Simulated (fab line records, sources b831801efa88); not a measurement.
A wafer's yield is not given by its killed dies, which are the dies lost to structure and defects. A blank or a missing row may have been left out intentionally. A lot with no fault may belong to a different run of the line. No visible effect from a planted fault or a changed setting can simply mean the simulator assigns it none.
A struck lot beside a sound one / flow sky130 / 43 out of 708 route steps
Sound: wafers L551.2, L551.4, L551.6. Struck: wafer L557.1 (left out: L557.4, L557.5 of the same lot, which were not struck); the cause appears at the end.
Per side, at each step with rows, come the tool, then ch with its chambers, and then its first start. Under that, the readings that differ: sound wafers / struck wafers / difference of the means / sigmas: that difference in standard deviations of wafers without a fault.
alike: a reading whose means differ by less than 2 such deviations, as well as words and numbers matching on both sides. not compared: withheld readings; readings where some wafer has no value; bounds like >300 that might hide an equal value; numbers whose values overlap and for which the record gives no deviation.
A row with sigmas, a row that says differs or no value, or rows on one side alone: a step with any of these is where the two part. Numbers that don't overlap but have no deviation are shown without sigmas and don't part them. A reading missing from all wafers of one side parts the sides only when that side holds two or more wafers.

SKY_CONTACT_OVL_MEAS_15:
  sound on overlay-01 at day 32 05:32; struck on overlay-02 at day 34 04:11
  alike: CONTACT_OVL
SKY_CONTACT_ETCH_16: etches BARC in N2/H2, stops on SiO2, time 45.9 s, target depth 60 nm.
  sound on rie_diel-02 ch 1,2,3, day 32 05:34; struck on rie_diel-02 ch 3, day 34 04:13
  alike: drypump_motor_current_A, oes_product_au, throttle_valve_pct
  not compared: rf_hours_counter_h
SKY_CONTACT_ETCH_17: etches SiO2 in C4F8/O2/Ar, stops on Si3N4, target depth 340 nm.
  sound on rie_diel-02 ch 1,2,3, day 32 05:36; struck on rie_diel-02 ch 3, day 34 04:15
reading=oes_product_au (a.u.); sound=0.891 0.907 0.894; struck=0.888; difference=-0.009; sigmas=-2
then, 1 step without rows for these wafers: SKY_CONTACT_ETCH_18 (etches Si3N4 in CHF3/O2, stops on TiN, time 39 s, target depth 75 nm).
SKY_CONTACT_STRIP_19: strips in O2/N2.
  sound on plasma_asher-03 ch 0,1, day 32 05:41; struck on plasma_asher-04 ch 0, day 34 04:20
  alike: drypump_motor_current_A, oes_product_au, strip_time_to_endpoint_s
  not compared: rf_hours_counter_h
then, 5 steps without rows for these wafers: SKY_CONTACT_STRIP_20 (strips in post etch residue remover, time 1200 s); SKY_CONTACT_CLEAN_21 (cleans in IPA, time 180 s); SKY_CONTACT_CLEAN_22 (cleans in O3/DIW); SKY_CONTACT_SPUTTER_23 (material TiN, target thk 20 nm, time 80 s); SKY_CONTACT_CVD_24 (deposits W, target thk 340 nm, time 102.12 s).
SKY_CONTACT_RS_MEAS_25: measures by four-point-probe.
  sound on film_metro-01 at day 32 06:29; struck on film_metro-01 at day 34 05:08
  alike: CONTACT_W_RS
SKY_CONTACT_THK_MEAS_26: measures by xrf.
  sound on film_metro-01 at day 32 06:35; struck on film_metro-01 at day 34 05:16
  alike: CONTACT_W_THK
SKY_CONTACT_CMP_27: polishes, stops on SiO2, t overpolish 15 s, target thk 0 nm.
  sound on cmp-02 ch 2,3, day 32 06:38; struck on cmp-02 ch 2, day 34 05:19
  alike: motor_current_A, overpolish_run_s, retaining_ring_pressure_frac, time_to_endpoint_s
then, 4 steps without rows for these wafers: SKY_METAL1_SPUTTER_00 (material Ti, target thk 15 nm, time 10 s); SKY_METAL1_SPUTTER_01 (material TiN, target thk 20 nm, time 16.7 s); SKY_METAL1_SPUTTER_02 (material AlCu, target thk 250 nm, time 13.3 s); SKY_METAL1_SPUTTER_03 (material Ti, target thk 5 nm, time 3.3 s).
SKY_METAL1_SPUTTER_04: material TiN, target thk 70 nm, time 58.3 s.
  sound on pvd_sputter-01 at day 32 07:02; struck on pvd_sputter-04 at day 34 05:43
  alike: chamber_pressure_pa, throttle_valve_pct
SKY_METAL1_RS_MEAS_05: measures by four-point-probe.
  sound on film_metro-01 at day 32 07:06; struck on film_metro-03 at day 34 05:46
  alike: METAL1_ALCU_RS
SKY_METAL1_THK_MEAS_06: measures by xrf.
  sound on film_metro-01 at day 32 07:13; struck on film_metro-03 at day 34 05:53
reading=METAL1_ALCU_THK (nm); sound=248 248 248; struck=256; difference=+8; sigmas=+2
then, 8 steps without rows for these wafers: SKY_METAL1_DEHYDRATE_07 (time 60 s); SKY_METAL1_HMDS_08 (prime time 60 s); SKY_METAL1_COAT_09 (resist thk 60 nm); SKY_METAL1_COAT_10 (resist thk 450 nm); SKY_METAL1_SOFTBAKE_11 (time 90 s); SKY_METAL1_EXPOSE_12 (exposes mask MM1, target cd 140 nm); SKY_METAL1_PEB_13; SKY_METAL1_DEVELOP_14 (develop time 60 s).
SKY_METAL1_CD_MEAS_15 targets a cd of 140 nm.
  sound on cd_sem-01 at day 33 10:07; struck on cd_sem-01 at day 35 08:08
  alike: cd_nm
SKY_METAL1_OVL_MEAS_16:
  sound on overlay-02 at day 33 10:13; struck on overlay-02 at day 35 08:16
  alike: METAL1_OVL
then, 1 step without rows for these wafers: SKY_METAL1_DESCUM_17 (chemistry O2, time 8 s).
SKY_METAL1_ETCH_18: etches BARC in N2/H2, stops on SiO2, time 45.9 s, target depth 60 nm.
  sound on rie_metal-02 ch 0,1, day 33 10:17; struck on rie_metal-02 ch 1, day 35 08:20
  alike: drypump_motor_current_A, oes_product_au, throttle_valve_pct
  not compared: rf_hours_counter_h
then, 6 steps without rows for these wafers: SKY_METAL1_METAL_ETCH_19 (etches the open film in Cl2/BCl3, stops on SiO2, target depth 360 nm, time 78 s); SKY_METAL1_STRIP_20 (strips in O2/N2); SKY_METAL1_STRIP_21 (strips in post etch residue remover, time 1200 s); SKY_METAL1_CLEAN_22 (cleans in IPA, time 180 s); SKY_METAL1_CLEAN_23 (cleans in O3/DIW); SKY_VIA1_HDPCVD_00 (deposits SiO2, target thk 1030 nm, time 171.7 s).
SKY_VIA1_THK_MEAS_01:
  sound on film_metro-03 at day 33 11:11; struck on film_metro-04 at day 35 09:39
reading=VIA1_HDPCVD_THK (nm); sound=1029 1025 1038; struck=1059; difference=+28; sigmas=+2
then, 1 step without rows for these wafers: SKY_VIA1_CMP_02 (polishes SiO2).
SKY_VIA1_BOW_MEAS_03:
  sound on film_metro-04 at day 33 11:34; struck on film_metro-04 at day 35 10:01
  alike: VIA1_BOW
then, 1 step without rows for these wafers: SKY_VIA1_DEHYDRATE_04 (time 60 s).
-- the record jumps here: 12 days lie between the struck wafers' starts before and after (it left off in module VIA1 and takes up again in module PAD_OPEN, whose first step shown is number 708 of the route) --
SKY_PAD_OPEN_PROBE_99:
  sound on prober-01 at day 46 08:38; struck on prober-02 at day 47 16:43
reading=hold; sound=- - -; struck=await_dispo/3.4h/release; difference=no value on the sound wafers; sigmas=
reading=killed_at_M0_to_M3; sound=55 52 62; struck=31; difference=-25; sigmas=-4
reading=killed_at_contacts; sound=29 35 34; struck=107; difference=+74; sigmas=+13
reading=killed_dies; sound=100 108 122; struck=164; difference=+54; sigmas=+5
reading=killed_open; sound=55 54 65; struck=31; difference=-27; sigmas=-4
  alike: killed_at_M4_up, killed_at_front_end, killed_at_other, killed_on_rim, killed_short

## WHERE THEY PART
First at SKY_CONTACT_ETCH_17; last, within this record, at SKY_PAD_OPEN_PROBE_99.

WHY: what had been put in by the simulator
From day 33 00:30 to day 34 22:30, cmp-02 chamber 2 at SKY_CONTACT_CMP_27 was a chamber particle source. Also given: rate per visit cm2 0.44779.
